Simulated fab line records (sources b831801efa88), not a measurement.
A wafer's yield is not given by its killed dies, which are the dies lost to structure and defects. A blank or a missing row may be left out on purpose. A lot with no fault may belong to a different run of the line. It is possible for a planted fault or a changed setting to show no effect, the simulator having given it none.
Which tool did it? ; flow gf180mcu ; 12 lots, 36 wafers sampled, at 5 steps of a route of 602

== WHAT EACH GAUGE READ, for each wafer ==
The record lacks any reading of a measuring or inspecting step that a usual standard deviation could be used to judge.

== TOOL THAT RAN EACH LOT (tool first, then ch and the chambers of the sampled wafers, then the start) ==
lot;GF_NWELL_STRIP_10;GF_HV_LDD_COAT_41;GF_HV_LDD_STRIP_49;GF_PSD_RTA_13;GF_CONTACT_CVD_24
L656;plasma_asher-02 ch 0,1, day 3 06:39;litho_track-02 ch 0, day 11 16:58;plasma_asher-02 ch 0,1, day 12 02:38;rtp_anneal-02 ch 0, day 13 20:49;cvd_w-02 ch 1, day 15 16:43
L659;plasma_asher-02 ch 0,1, day 3 23:34;litho_track-04 ch 0, day 12 17:19;plasma_asher-04 ch 0,1, day 13 03:20;rtp_anneal-02 ch 0, day 15 00:35;cvd_w-01 ch 0,1, day 16 22:17
L660;plasma_asher-03 ch 0,1, day 4 06:28;litho_track-04 ch 0, day 13 02:49;plasma_asher-02 ch 0,1, day 13 13:20;rtp_anneal-02 ch 0, day 15 11:24;cvd_w-01 ch 0,1, day 17 10:17
L661;plasma_asher-01 ch 0,1, day 4 10:51;litho_track-04 ch 0, day 13 06:13;plasma_asher-01 ch 0,1, day 13 16:46;rtp_anneal-01 ch 0, day 15 13:33;cvd_w-01 ch 0,1, day 17 13:01
L670;plasma_asher-02 ch 0,1, day 7 02:05;litho_track-02 ch 0, day 17 11:53;plasma_asher-04 ch 0,1, day 18 00:31;rtp_anneal-01 ch 0, day 20 05:08;cvd_w-01 ch 0,1, day 22 07:13
L673;plasma_asher-03 ch 0,1, day 7 07:39;litho_track-01 ch 0, day 17 18:44;plasma_asher-01 ch 0,1, day 18 07:02;rtp_anneal-01 ch 0, day 20 11:18;cvd_w-01 ch 0,1, day 22 12:40
L672;plasma_asher-03 ch 0,1, day 7 07:49;litho_track-04 ch 0, day 17 19:25;plasma_asher-01 ch 0,1, day 18 08:03;rtp_anneal-02 ch 0, day 20 12:58;cvd_w-02 ch 0,1, day 22 14:17
L674;plasma_asher-01 ch 0,1, day 7 10:33;litho_track-02 ch 0, day 18 01:35;plasma_asher-04 ch 1, day 18 13:52;rtp_anneal-02 ch 0, day 20 18:12;cvd_w-01 ch 0,1, day 22 18:38
L676;plasma_asher-02 ch 0,1, day 7 20:16;litho_track-04 ch 0, day 18 10:01;plasma_asher-02 ch 0,1, day 18 21:35;rtp_anneal-01 ch 0, day 21 01:06;cvd_w-01 ch 0,1, day 23 02:09
L675;plasma_asher-02 ch 0,1, day 7 22:01;litho_track-04 ch 0, day 18 15:43;plasma_asher-04 ch 0,1, day 19 04:05;rtp_anneal-02 ch 0, day 21 08:11;cvd_w-02 ch 0,1, day 23 09:17
L678;plasma_asher-02 ch 0,1, day 8 08:40;litho_track-02 ch 0, day 19 05:31;plasma_asher-04 ch 0,1, day 19 18:23;rtp_anneal-01 ch 0, day 21 22:13;cvd_w-02 ch 0,1, day 23 22:42
L679;plasma_asher-03 ch 0,1, day 8 13:02;litho_track-01 ch 0, day 19 12:58;plasma_asher-02 ch 0,1, day 20 01:40;rtp_anneal-02 ch 0, day 22 04:19;cvd_w-01 ch 0,1, day 24 05:07
- GF_NWELL_STRIP_10: strips in O2/N2.
- GF_HV_LDD_COAT_41: resist thk 1000 nm.
- GF_HV_LDD_STRIP_49: strips in O2/N2.
- GF_PSD_RTA_13: time 20 s.
- GF_CONTACT_CVD_24: deposits W, target thk 300 nm, time 90.339 s.

== AS READ BY THE TOOLS THEMSELVES (means over the sampled wafers that have a number; for cases with no such wafer, the mark the record gives instead) ==
GF_NWELL_STRIP_10. Usual: drypump_motor_current_A 5.7 A, standard deviation 0.41; heater_power_w 329 W, standard deviation 26; oes_product_au 0.722 a.u., standard deviation 0.0049; strip_time_to_endpoint_s 36.97 s, standard deviation 0.11.
lot;tool;drypump_motor_current_A (A);heater_power_w (W);oes_product_au (a.u.);strip_time_to_endpoint_s (s);flag
L656;plasma_asher-02;5.6;342;0.721;36.82;
L659;plasma_asher-02;5.6;337;0.721;36.93;
L660;plasma_asher-03;6.2;302;0.724;37.00;
L661;plasma_asher-01;5.5;335;0.720;36.94;
L670;plasma_asher-02;5.6;346;0.723;36.90;
L673;plasma_asher-03;5.9;298;0.725;36.81;
L672;plasma_asher-03;5.9;299;0.721;36.87;
L674;plasma_asher-01;5.5;351;0.724;36.92;
L676;plasma_asher-02;5.6;343;0.721;37.07;
L675;plasma_asher-02;5.7;343;0.724;37.00;
L678;plasma_asher-02;5.6;336;0.716;36.89;
L679;plasma_asher-03;6.2;299;0.723;36.98;

GF_HV_LDD_COAT_41. Usual: spin_speed_rpm at 3000.2 rpm, with a standard deviation of 1.9.
lot;tool;spin_speed_rpm (rpm);flag
L656;litho_track-02;3000.9;
L659;litho_track-04;3000.7;
L660;litho_track-04;3244.3;OFF
L661;litho_track-04;3241.5;OFF
L670;litho_track-02;3000.7;
L673;litho_track-01;3002.1;
L672;litho_track-04;3000.1;
L674;litho_track-02;2998.7;
L676;litho_track-04;3001.0;
L675;litho_track-04;2999.0;
L678;litho_track-02;2999.5;
L679;litho_track-01;2999.4;

GF_HV_LDD_STRIP_49. Usual: drypump_motor_current_A 5.51 A, standard deviation 0.15; heater_power_w 337 W, standard deviation 21; oes_product_au 0.716 a.u., standard deviation 0.0054; strip_time_to_endpoint_s 12.62 s, standard deviation 0.045.
lot;tool;drypump_motor_current_A (A);heater_power_w (W);oes_product_au (a.u.);strip_time_to_endpoint_s (s);flag
L656;plasma_asher-02;5.63;338;0.716;12.67;
L659;plasma_asher-04;5.40;326;0.719;12.55;
L660;plasma_asher-02;5.62;345;0.712;12.15;OFF
L661;plasma_asher-01;5.46;333;0.717;12.20;OFF
L670;plasma_asher-04;5.40;323;0.716;12.66;
L673;plasma_asher-01;5.51;352;0.717;12.59;
L672;plasma_asher-01;5.47;333;0.720;12.55;
L674;plasma_asher-04;5.68;321;0.715;12.64;
L676;plasma_asher-02;5.64;337;0.714;12.66;
L675;plasma_asher-04;5.57;323;0.709;12.52;
L678;plasma_asher-04;5.56;315;0.721;12.60;
L679;plasma_asher-02;5.63;340;0.720;12.59;

GF_PSD_RTA_13. Usual: chamber_o2_ppm 2.000, standard deviation 0.027; lamp_power_pct 35 %, standard deviation 6.2; wafer_temp_C_max 1030.9, standard deviation 1.5.
lot;tool;chamber_o2_ppm;lamp_power_pct (%);wafer_temp_C_max;flag
L656;rtp_anneal-02;2.005;41;1029.4;
L659;rtp_anneal-02;2.030;41;1029.9;
L660;rtp_anneal-02;2.023;41;1029.7;
L661;rtp_anneal-01;1.996;28;1031.3;
L670;rtp_anneal-01;2.007;28;1032.4;
L673;rtp_anneal-01;1.994;28;1031.7;
L672;rtp_anneal-02;1.984;41;1029.7;
L674;rtp_anneal-02;2.053;41;1028.0;
L676;rtp_anneal-01;1.958;28;1032.0;
L675;rtp_anneal-02;1.993;41;1030.0;
L678;rtp_anneal-01;1.980;28;1031.7;
L679;rtp_anneal-02;1.994;41;1030.5;

GF_CONTACT_CVD_24. Usual: heater_power_w at 926 W, with a standard deviation of 77.
lot;tool;heater_power_w (W);flag
L656;cvd_w-02;909;
L659;cvd_w-01;946;
L660;cvd_w-01;958;
L661;cvd_w-01;989;
L670;cvd_w-01;944;
L673;cvd_w-01;943;
L672;cvd_w-02;884;
L674;cvd_w-01;962;
L676;cvd_w-01;946;
L675;cvd_w-02;881;
L678;cvd_w-02;872;
L679;cvd_w-01;1015;

== THE ANSWER, worked out from the rows above alone ==
Rule: a lot is off if the mean of its wafers that have a number lies more than 3 standard deviations from the usual mean. Also off: a lot with no number at a reading for which 4 or more lots have one. Where the step has rows for the other lots, those lots are counted as sound. The gauges are gone through in route order, then the tools' own readings, and for those a lot's mean is taken as printed above. At the first step where some lot is off, the reading lying furthest off is the one used; lots without a number count as furthest.
Off: L660, L661 (GF_HV_LDD_COAT_41, spin_speed_rpm).
If a tool, at that step or one of the process steps before it, ran each lot that is off and ran no sound lot following the first of them, it fits. None of those tried fits.

== WHAT HAD BEEN PUT IN BY THE SIMULATOR ==
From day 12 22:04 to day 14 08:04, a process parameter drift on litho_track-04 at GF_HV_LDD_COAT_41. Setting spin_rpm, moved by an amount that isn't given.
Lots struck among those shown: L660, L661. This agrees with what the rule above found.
